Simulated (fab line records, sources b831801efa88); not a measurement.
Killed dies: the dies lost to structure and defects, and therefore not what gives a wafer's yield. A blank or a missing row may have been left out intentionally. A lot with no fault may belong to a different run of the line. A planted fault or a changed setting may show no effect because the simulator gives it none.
2 desks looking at one fault | flow gf180mcu | every desk sees just its own numbers, and what lay behind them comes last

TOOL OWNER'S DESK, pvd-sputter-02
The tool's own readings at GF_CONTACT_SPUTTER_22 (material Ti, target thk 15 nm, time 80.02 s): means of the sampled wafers that have a number, for each lot that ran on this tool. Any lot whose mean is over 4 standard deviations away from the usual mean is out of limits and marked OUT; that distance is given in the brackets.
Columns: A = chamber-pressure-pa at GF_CONTACT_SPUTTER_22, usual 5.001 Pa; B = throttle-valve-pct at GF_CONTACT_SPUTTER_22, usual 30.2 %
lot  | first seen here | A               | B
L170 | day 17 12:06    | 5.006           | 30.1
L178 | day 20 04:20    | 4.173 (-84) OUT | 33.2
L185 | day 22 16:23    | 4.998           | 30.1
L188 | day 23 12:10    | 5.004           | 30.1
L189 | day 23 21:40    | 5.001           | 30.6
This desk's finding: out of limits on L178; first on L178, day 20 04:20 (chamber-pressure-pa at GF_CONTACT_SPUTTER_22). In limits: L170, L185, L188, L189.

AT THE METROLOGY DESK
What the gauges read, lot by lot, whatever tool the lot ran on: means of the sampled wafers that have a number. Any lot whose mean is over 4 standard deviations away from the usual mean is out of limits and marked OUT; that distance is given in the brackets.
Columns: A = CONTACT_CVD_02_THK at GF_CONTACT_THK_MEAS_03, usual 860 nm
lot  | first seen here | A
L168 | day 15 18:14    | 854
L169 | day 15 21:10    | 871
L170 | day 16 12:02    | 852
L173 | day 17 04:59    | 862
L175 | day 18 03:26    | 869
L176 | day 18 07:21    | 874
L178 | day 19 03:14    | 857
L184 | day 21 02:54    | 855
L185 | day 21 16:53    | 857
L186 | day 21 23:49    | 870
L187 | day 22 05:10    | 857
L188 | day 22 12:20    | 852
L189 | day 22 21:53    | 863
This desk's verdict: no lot among the 13 shows anything out of limits.

BROUGHT TOGETHER
At day 20 04:20, on L178, the tool owner's desk was in a position to raise an alarm.
From the metrology desk's view, nothing was out of limits.
The metrology desk holds a record of L178, inside its limits.
The lots listed all ran GF_CONTACT_SPUTTER_22 on pvd-sputter-02.

WHAT HAD BEEN PUT IN BY THE SIMULATOR
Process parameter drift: pvd-sputter-02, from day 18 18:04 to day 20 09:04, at GF_CONTACT_SPUTTER_22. From 5, the setting chamber-pressure-pa moved by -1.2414. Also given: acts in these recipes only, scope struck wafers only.
Lots struck among those shown: L178.
Time in hours from fault onset to the first out-of-limits reading at each desk: the tool owner's desk, 34.
